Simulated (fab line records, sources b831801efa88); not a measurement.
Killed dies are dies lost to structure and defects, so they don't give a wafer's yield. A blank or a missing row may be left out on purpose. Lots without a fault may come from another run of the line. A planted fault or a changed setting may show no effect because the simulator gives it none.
Which tool did it? | flow sky130 | 12 lots, 36 wafers sampled, at 3 steps of a route of 708

WHAT THE GAUGES READ, wafer by wafer
SKY_VIA4_RS_MEAS_19: measures by four-point-probe. Usual: VIA4_W_RS 0.2275 ohm/sq, standard deviation 0.0022.
lot  | measured     | on            | VIA4_W_RS (ohm/sq)   | flag
L530 | day 42 11:11 | film_metro-04 | 0.2283 0.2313 0.2291 |
L531 | day 43 00:47 | film_metro-03 | 0.2299 0.2311 0.2320 |
L532 | day 43 14:12 | film_metro-03 | 0.2288 0.2232 0.2260 |
L534 | day 44 01:23 | film_metro-04 | 0.2252 0.2267 0.2277 |
L536 | day 44 16:41 | film_metro-04 | 0.2259 0.2291 0.2276 |
L537 | day 44 19:30 | film_metro-04 | 0.2274 0.2248 0.2267 |
L539 | day 45 07:52 | film_metro-02 | 0.2296 0.2267 0.2297 |
L541 | day 46 01:16 | film_metro-04 | 0.1133 0.1144 0.1136 | OFF
L547 | day 47 06:31 | film_metro-03 | 0.1126 0.1122 0.1122 | OFF
L550 | day 48 01:45 | film_metro-02 | 0.1132 0.1132 0.1147 | OFF
L552 | day 48 18:04 | film_metro-03 | 0.2264 0.2254 0.2261 |
L553 | day 49 00:23 | film_metro-04 | 0.2264 0.2260 0.2287 |

SKY_VIA4_THK_MEAS_20: measures by xrf. Usual: VIA4_W_THK 500 nm, standard deviation 5.1.
lot  | measured     | on            | VIA4_W_THK (nm) | flag
L530 | day 42 11:19 | film_metro-04 | 491 484 491     |
L531 | day 43 00:54 | film_metro-03 | 499 494 489     |
L532 | day 43 14:19 | film_metro-03 | 501 513 505     |
L534 | day 44 01:30 | film_metro-04 | 503 503 495     |
L536 | day 44 16:49 | film_metro-04 | 502 492 498     |
L537 | day 44 19:37 | film_metro-04 | 500 504 499     |
L539 | day 45 07:58 | film_metro-02 | 495 501 499     |
L541 | day 46 01:23 | film_metro-04 | 988 995 979     | OFF
L547 | day 47 06:38 | film_metro-03 | - - -           | OFF
L550 | day 48 01:58 | film_metro-02 | - - 992         | OFF
L552 | day 48 18:11 | film_metro-03 | 499 501 499     |
L553 | day 49 00:30 | film_metro-04 | 502 506 501     |

WHICH TOOL RAN EACH LOT (tool, then ch and the chambers of the sampled wafers, then the start)
lot  | SKY_VIA4_CVD_18
L530 | cvd_w-02 ch 0,1, day 42 11:00
L531 | cvd_w-01 ch 0,1, day 43 00:38
L532 | cvd_w-02 ch 0,1, day 43 14:01
L534 | cvd_w-01 ch 1, day 44 01:14
L536 | cvd_w-01 ch 0,1, day 44 16:32
L537 | cvd_w-01 ch 0,1, day 44 19:20
L539 | cvd_w-02 ch 0,1, day 45 07:44
L541 | cvd_w-02 ch 0,1, day 46 00:45
L547 | cvd_w-02 ch 0,1, day 47 05:56
L550 | cvd_w-01 ch 0,1, day 48 01:17
L552 | cvd_w-01 ch 0,1, day 48 17:55
L553 | cvd_w-01 ch 0,1, day 49 00:13
- SKY_VIA4_CVD_18: deposits W, target thk 505 nm, time 152.14 s.

WHAT THE TOOLS THEMSELVES READ (means of the sampled wafers that have a number; where no wafer has one, the mark that the record gives instead)
SKY_VIA4_CVD_18. Usual: heater_power_w 931 W, standard deviation 70.
lot  | tool     | heater_power_w (W) | flag
L530 | cvd_w-02 | 1011               |
L531 | cvd_w-01 | 872                |
L532 | cvd_w-02 | 1003               |
L534 | cvd_w-01 | 892                |
L536 | cvd_w-01 | 869                |
L537 | cvd_w-01 | 870                |
L539 | cvd_w-02 | 1009               |
L541 | cvd_w-02 | 973                |
L547 | cvd_w-02 | 965                |
L550 | cvd_w-01 | 882                |
L552 | cvd_w-01 | 880                |
L553 | cvd_w-01 | 899                |

THE ANSWER, worked out from the rows above alone
Rule: a lot is off if the mean of its wafers that have a number lies more than 3 standard deviations from the usual mean. A lot without any number at a reading at which 4 lots or more have one is off too. The other lots that the step has rows for count as sound. The gauges are gone through in route order, then the tools' own readings, and for those a lot's mean is taken as printed above. The first step at which some lot is off is used, and at that step the reading that is off furthest; a lot without a number counts as furthest.
Off: L541, L547, L550, at SKY_VIA4_RS_MEAS_19 (VIA4_W_RS).
A tool fits if, at a process step before that reading, it ran every lot that is off, and no sound lot after the first of them. The gauges at SKY_VIA4_RS_MEAS_19 are tried like those tools. None of those tried fits.

WHAT THE SIMULATOR HAD PUT IN
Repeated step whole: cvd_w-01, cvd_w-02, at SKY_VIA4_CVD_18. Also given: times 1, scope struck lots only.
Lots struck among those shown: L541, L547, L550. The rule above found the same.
